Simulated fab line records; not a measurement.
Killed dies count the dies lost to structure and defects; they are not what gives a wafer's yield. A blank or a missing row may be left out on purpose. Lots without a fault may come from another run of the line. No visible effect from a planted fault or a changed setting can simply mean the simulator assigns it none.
Which tool was responsible?    flow gf180mcu    Sampling: 13 lots, 39 wafers, 5 of 602 route steps

== WHAT THE GAUGES SHOWED, per wafer ==
GF_HV_LDD_THK_MEAS_55. Usual: for HV_LDD_CVD_54_THK the level is 9.98 nm and the standard deviation is 0.13.
lot   measured      on             HV_LDD_CVD_54_THK (nm)  flag
L645  day 12 09:52  film metro-02  9.89 9.84 9.93          
L646  day 12 18:27  film metro-04  10.21 10.08 10.05       
L647  day 13 00:03  film metro-02  10.26 10.10 10.21       
L648  day 13 09:04  film metro-03  10.12 10.09 10.03       
L650  day 14 02:48  film metro-02  9.81 9.76 9.86          
L652  day 14 17:17  film metro-02  10.08 10.04 9.97        
L653  day 14 23:50  film metro-02  10.05 9.97 9.82         
L655  day 15 20:16  film metro-03  10.08 10.10 10.07       
L656  day 16 03:03  film metro-03  10.02 9.93 9.93         
L658  day 16 14:21  film metro-02  9.93 9.84 9.90          
L659  day 17 02:02  film metro-02  10.04 9.95 9.87         
L667  day 19 17:56  film metro-04  10.19 10.14 10.13       
L668  day 20 03:37  film metro-02  10.00 10.00 9.98        

GF_HV_LDD_THK_MEAS_57. Usual: for HV_LDD_CVD_56_THK the level is 90.3 nm and the standard deviation is 0.73.
lot   measured      on             HV_LDD_CVD_56_THK (nm)  flag
L645  day 12 11:21  film metro-03  91.3 92.0 91.7          
L646  day 12 20:59  film metro-04  91.5 90.9 91.9          
L647  day 13 01:32  film metro-04  89.5 89.7 89.5          
L648  day 13 12:29  film metro-04  90.2 89.6 90.5          
L650  day 14 04:17  film metro-03  90.4 90.5 90.7          
L652  day 14 19:29  film metro-03  90.1 89.9 90.4          
L653  day 15 01:19  film metro-03  91.3 90.8 91.9          
L655  day 15 21:45  film metro-03  91.4 91.0 90.7          
L656  day 16 04:32  film metro-02  91.2 91.3 91.0          
L658  day 16 15:50  film metro-03  89.4 89.5 89.7          
L659  day 17 03:32  film metro-02  88.9 89.9 89.4          
L667  day 19 19:25  film metro-03  90.5 90.7 90.0          
L668  day 20 05:07  film metro-02  90.5 90.6 90.7          

GF_NSD_TW_MEAS_12. Usual: for NSD_TW the level is 4237 and the standard deviation is 43.
lot   measured      on             NSD_TW          flag
L645  day 13 07:26  film metro-01  4294 4288 4287  
L646  day 13 17:22  film metro-01  4308 4274 4289  
L647  day 13 22:13  film metro-02  4180 4175 4159  
L648  day 14 09:28  film metro-02  4201 4186 4190  
L650  day 15 01:52  film metro-03  4244 4211 4273  
L652  day 15 16:43  film metro-02  4175 4212 4168  
L653  day 15 21:49  film metro-01  4269 4284 4269  
L655  day 16 19:42  film metro-03  4222 4246 4257  
L656  day 17 03:53  film metro-03  4236 4229 4225  
L658  day 17 15:13  film metro-01  4289 4299 4305  
L659  day 18 03:43  film metro-03  4247 4227 4236  
L667  day 20 19:52  film metro-02  4180 4181 4231  
L668  day 21 05:50  film metro-01  4294 4259 4299  

GF_SALICIDE_RS_MEAS_04: a four-point-probe measurement. Usual: for SALICIDE_TIN_RS the level is 16.3 ohm/sq and the standard deviation is 0.34.
lot   measured      on             SALICIDE_TIN_RS (ohm/sq)  flag
L645  day 15 01:50  film metro-01  16.2 16.5 16.5            
L646  day 15 12:04  film metro-04  16.4 16.5 16.4            
L647  day 15 17:23  film metro-04  16.0 15.9 16.9            
L648  day 16 03:33  film metro-03  16.2 15.9 16.1            
L650  day 16 22:06  film metro-03  15.8 16.4 15.8            
L652  day 17 13:43  film metro-04  16.4 16.9 16.7            
L653  day 17 19:40  film metro-03  15.9 16.6 16.0            
L655  day 18 19:04  film metro-01  16.6 16.1 15.6            
L656  day 19 04:41  film metro-01  15.8 16.5 15.8            
L658  day 19 16:25  film metro-01  15.6 16.2 16.2            
L659  day 20 05:10  film metro-01  15.9 15.8 16.1            
L667  day 22 20:25  film metro-03  16.6 33.9 16.5            OFF
L668  day 23 05:03  film metro-04  16.0 15.9 16.0            

== EACH LOT AND THE TOOL THAT RAN IT (in order: tool; ch and the chambers of the sampled wafers; start) ==
lot   GF_SALICIDE_SPUTTER_02
L645  pvd sputter-04, day 15 01:46
L646  pvd sputter-04, day 15 12:01
L647  pvd sputter-04, day 15 17:18
L648  pvd sputter-03, day 16 03:30
L650  pvd sputter-03, day 16 22:03
L652  pvd sputter-04, day 17 13:39
L653  pvd sputter-03, day 17 19:37
L655  pvd sputter-04, day 18 18:59
L656  pvd sputter-04, day 19 04:36
L658  pvd sputter-04, day 19 16:22
L659  pvd sputter-01, day 20 05:07
L667  pvd sputter-01, day 22 20:21
L668  pvd sputter-04, day 23 04:58
- GF_SALICIDE_SPUTTER_02: material Co, target thk 10 nm, time 20 s.

== WHAT THE TOOLS THEMSELVES READ (means of the sampled wafers that have a number; where no wafer has one, the mark that the record gives instead) ==
GF_SALICIDE_SPUTTER_02. Usual: throttle valve pct reads 29.6 % (standard deviation 1).
lot   tool            throttle valve pct (%)  flag
L645  pvd sputter-04  28.7                    
L646  pvd sputter-04  30.0                    
L647  pvd sputter-04  30.6                    
L648  pvd sputter-03  29.5                    
L650  pvd sputter-03  29.4                    
L652  pvd sputter-04  30.4                    
L653  pvd sputter-03  29.0                    
L655  pvd sputter-04  29.1                    
L656  pvd sputter-04  29.7                    
L658  pvd sputter-04  30.3                    
L659  pvd sputter-01  29.6                    
L667  pvd sputter-01  29.5                    
L668  pvd sputter-04  29.8                    

== THE ANSWER, worked out from the rows above alone ==
Rule: a lot counts as off when the mean over its wafers that have a number is more than 3 standard deviations away from the usual mean. Also off: a lot with no number at a reading for which 4 or more lots have one. Where the step has rows for the other lots, those lots are counted as sound. First the gauges in route order, then the tools' own readings, where a lot's mean is used as printed above. At the first step where some lot is off, the reading lying furthest off is the one used; lots without a number count as furthest.
Off: L667, at GF_SALICIDE_RS_MEAS_04 (SALICIDE_TIN_RS).
A tool fits if, at a process step before that reading, it ran every lot that is off, and no sound lot after the first of them. The gauges at GF_SALICIDE_RS_MEAS_04 are tried like those tools. Undecided on this evidence; 2 tools fit (pvd sputter-01 at GF_SALICIDE_SPUTTER_02, film metro-03 at GF_SALICIDE_RS_MEAS_04).

== WHAT HAD BEEN PUT IN BY THE SIMULATOR ==
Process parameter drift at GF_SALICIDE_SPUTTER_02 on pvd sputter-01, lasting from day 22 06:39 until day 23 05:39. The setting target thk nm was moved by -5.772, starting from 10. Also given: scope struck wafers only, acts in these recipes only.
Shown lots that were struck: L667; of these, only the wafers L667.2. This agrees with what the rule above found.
